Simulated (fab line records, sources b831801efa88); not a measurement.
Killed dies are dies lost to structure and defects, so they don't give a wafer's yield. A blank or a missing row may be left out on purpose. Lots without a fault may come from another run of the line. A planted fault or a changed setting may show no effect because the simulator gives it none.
Which tool did it? | flow sky130 | 11 lots, 32 wafers sampled, at 4 steps of a route of 708

WHAT THE GAUGES READ, wafer by wafer
SKY_SD_N_RS_MEAS_17: measures by four-point-probe.
lot  | measured     | on            | SD_P_RS (ohm/sq)
L902 | day 27 16:05 | film_metro-04 | 147.2 147.2 147.1
L905 | day 28 21:14 | film_metro-03 | 147.3 147.3 147.3
L906 | day 29 06:31 | film_metro-02 | 147.4 147.2 147.0
L907 | day 29 19:55 | film_metro-03 | 147.3 147.7 147.7
L908 | day 30 07:07 | film_metro-04 | 147.1 146.8 147.3
L912 | day 31 13:10 | film_metro-04 | 147.0 147.4 146.9
L913 | day 31 21:44 | film_metro-03 | 147.4 147.8 147.8
L915 | day 32 07:44 | film_metro-02 | 147.3 147.4 147.2
L916 | day 32 21:23 | film_metro-02 | 147.3 147.2 146.7
L921 | day 34 07:16 | film_metro-04 | 147.6 147.5
L924 | day 35 08:17 | film_metro-04 | 147.5 147.3 147.5

WHICH TOOL RAN EACH LOT (tool, then ch and the chambers of the sampled wafers, then the start)
lot  | SKY_POLY_CUT_STRIP_12                | SKY_SD_N_COAT_02                  | SKY_SD_N_STRIP_11
L902 | plasma_asher-02 ch 0,1, day 23 22:29 | litho_track-01 ch 0, day 27 00:28 | plasma_asher-01 ch 0,1, day 27 15:34
L905 | plasma_asher-01 ch 0,1, day 25 05:11 | litho_track-04 ch 0, day 28 05:49 | plasma_asher-04 ch 0,1, day 28 20:44
L906 | plasma_asher-01 ch 0,1, day 25 14:59 | litho_track-03 ch 0, day 28 15:26 | plasma_asher-03 ch 0,1, day 29 05:59
L907 | plasma_asher-02 ch 0,1, day 26 04:48 | litho_track-04 ch 0, day 29 04:52 | plasma_asher-01 ch 0,1, day 29 19:25
L908 | plasma_asher-02 ch 0,1, day 26 16:04 | litho_track-03 ch 0, day 29 15:29 | plasma_asher-04 ch 0,1, day 30 06:35
L912 | plasma_asher-02 ch 0,1, day 27 23:35 | litho_track-01 ch 0, day 30 21:41 | plasma_asher-04 ch 0,1, day 31 12:40
L913 | plasma_asher-01 ch 0,1, day 28 09:17 | litho_track-03 ch 0, day 31 07:29 | plasma_asher-03 ch 0,1, day 31 21:13
L915 | plasma_asher-01 ch 0,1, day 28 19:38 | litho_track-01 ch 0, day 31 17:37 | plasma_asher-03 ch 0,1, day 32 07:13
L916 | plasma_asher-01 ch 0,1, day 29 09:25 | litho_track-03 ch 0, day 32 07:00 | plasma_asher-04 ch 0,1, day 32 20:52
L921 | plasma_asher-02 ch 0,1, day 30 21:37 | litho_track-03 ch 0, day 33 17:50 | plasma_asher-03 ch 0,1, day 34 06:44
L924 | plasma_asher-01 ch 0,1, day 31 23:01 | litho_track-03 ch 0, day 34 17:45 | plasma_asher-01 ch 0,1, day 35 07:47
- SKY_POLY_CUT_STRIP_12: strips in O2/N2.
- SKY_SD_N_COAT_02: resist thk 1140 nm.
- SKY_SD_N_STRIP_11: strips in O2/N2.

THE ANSWER, worked out from the rows above alone
Rule: what is usual is taken from the lots themselves. Put in order of their means at a reading, lots are off if they are a third of the lots or fewer, leave a main group of 4 or more, and stand apart from it by a gap of 3 or more times the standard deviation of the main group's means; of several such gaps the widest counts. A main group whose means are all the same, to the digits that the tables above print for the reading, isn't used. A lot without any number at a reading at which 4 lots or more have one is off too. The other lots that the step has rows for count as sound.
No lot is off at any reading shown: from this, nothing can be told.

WHAT THE SIMULATOR HAD PUT IN
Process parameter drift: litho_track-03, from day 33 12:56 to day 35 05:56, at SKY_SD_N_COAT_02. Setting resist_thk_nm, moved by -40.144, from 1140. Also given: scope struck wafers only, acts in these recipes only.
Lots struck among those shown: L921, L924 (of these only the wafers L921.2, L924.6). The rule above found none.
